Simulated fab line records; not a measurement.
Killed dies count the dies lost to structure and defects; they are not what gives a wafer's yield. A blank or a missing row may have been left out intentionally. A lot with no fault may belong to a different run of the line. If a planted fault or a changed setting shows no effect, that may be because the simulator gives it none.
Matching of chambers :: flow gf180mcu :: 4 sister chambers for GF_V1_ETCH_16 on rie_diel-04
The step etches BARC in N2/H2. 14 wafers are shown with their chamber, then 7 later ones without.

WAFERS WITH THEIR CHAMBER
wafer: L130.4
chamber: 3
drypump_motor_current_A (A): 5.9
throttle_valve_pct (%): 13.230
oes_product_au (a.u.): 0.851

wafer: L130.5
chamber: 1
drypump_motor_current_A (A): 6.4
throttle_valve_pct (%): 13.225
oes_product_au (a.u.): 0.854

wafer: L130.6
chamber: 0
drypump_motor_current_A (A): 6.2
throttle_valve_pct (%): 13.231
oes_product_au (a.u.): 0.852

wafer: L131.1
chamber: 3
drypump_motor_current_A (A): 5.9
throttle_valve_pct (%): 13.227
oes_product_au (a.u.): 0.852

wafer: L131.2
chamber: 1
drypump_motor_current_A (A): 6.4
throttle_valve_pct (%): 13.221
oes_product_au (a.u.): 0.849

wafer: L131.6
chamber: 1
drypump_motor_current_A (A): 6.4
throttle_valve_pct (%): 13.225
oes_product_au (a.u.): 0.849

wafer: L132.4
chamber: 2
drypump_motor_current_A (A): 5.5
throttle_valve_pct (%): 13.217
oes_product_au (a.u.): 0.854

wafer: L132.5
chamber: 1
drypump_motor_current_A (A): 6.4
throttle_valve_pct (%): 13.236
oes_product_au (a.u.): 0.852

wafer: L132.6
chamber: 0
drypump_motor_current_A (A): 6.2
throttle_valve_pct (%): 13.231
oes_product_au (a.u.): 0.853

wafer: L133.1
chamber: 3
drypump_motor_current_A (A): 6.0
throttle_valve_pct (%): 13.219
oes_product_au (a.u.): 0.855

wafer: L133.2
chamber: 0
drypump_motor_current_A (A): 6.2
throttle_valve_pct (%): 13.215
oes_product_au (a.u.): 0.860

wafer: L133.3
chamber: 1
drypump_motor_current_A (A): 6.4
throttle_valve_pct (%): 13.226
oes_product_au (a.u.): 0.845

wafer: L136.1
chamber: 3
drypump_motor_current_A (A): 5.9
throttle_valve_pct (%): 13.215
oes_product_au (a.u.): 0.854

wafer: L136.3
chamber: 1
drypump_motor_current_A (A): 6.4
throttle_valve_pct (%): 13.226
oes_product_au (a.u.): 0.858

SIGNATURES, as means of the wafers listed above
reading: drypump_motor_current_A
chamber 0: 6.200
chamber 1: 6.400
chamber 2: 5.500
chamber 3: 5.925
scatter within a chamber: 0.0274

reading: throttle_valve_pct
chamber 0: 13.22567
chamber 1: 13.22650
chamber 2: 13.21700
chamber 3: 13.22275
scatter within a chamber: 0.00664

reading: oes_product_au
chamber 0: 0.85500
chamber 1: 0.85117
chamber 2: 0.85400
chamber 3: 0.85300
scatter within a chamber: 0.00388
Rule: distance of a wafer from a chamber = root of the sum over the readings of ((wafer's reading minus chamber's mean) / reading's scatter) squared. If the next closest chamber is less than 2 further off than the closest, the wafer can't be placed; otherwise it belongs to the closest. The scatter: the root of (the sum of the squares of (reading less its chamber's mean) over the shown wafers, divided by (wafers less chambers)).

WAFERS WITHOUT THEIR CHAMBER
wafer: L136.5
drypump_motor_current_A (A): 6.4
throttle_valve_pct (%): 13.214
oes_product_au (a.u.): 0.853

wafer: L138.1
drypump_motor_current_A (A): 6.1
throttle_valve_pct (%): 13.219
oes_product_au (a.u.): 0.856

wafer: L138.3
drypump_motor_current_A (A): 6.4
throttle_valve_pct (%): 13.223
oes_product_au (a.u.): 0.855

wafer: L138.5
drypump_motor_current_A (A): 6.1
throttle_valve_pct (%): 13.215
oes_product_au (a.u.): 0.857

wafer: L150.1
drypump_motor_current_A (A): 5.5
throttle_valve_pct (%): 13.232
oes_product_au (a.u.): 0.850

wafer: L150.4
drypump_motor_current_A (A): 6.1
throttle_valve_pct (%): 13.229
oes_product_au (a.u.): 0.866

wafer: L150.6
drypump_motor_current_A (A): 5.9
throttle_valve_pct (%): 13.240
oes_product_au (a.u.): 0.854

EACH ONE'S CHAMBER
wafer: L136.5
from the rows above: 1
in truth: 1

wafer: L138.1
from the rows above: 0
in truth: 0

wafer: L138.3
from the rows above: 1
in truth: 1

wafer: L138.5
from the rows above: 0
in truth: 0

wafer: L150.1
from the rows above: 2
in truth: 2

wafer: L150.4
from the rows above: 0
in truth: 0

wafer: L150.6
from the rows above: 3
in truth: 3
Correctly placed: 7 of 7. Not placeable from these rows: 0. Number placed wrongly: 0.
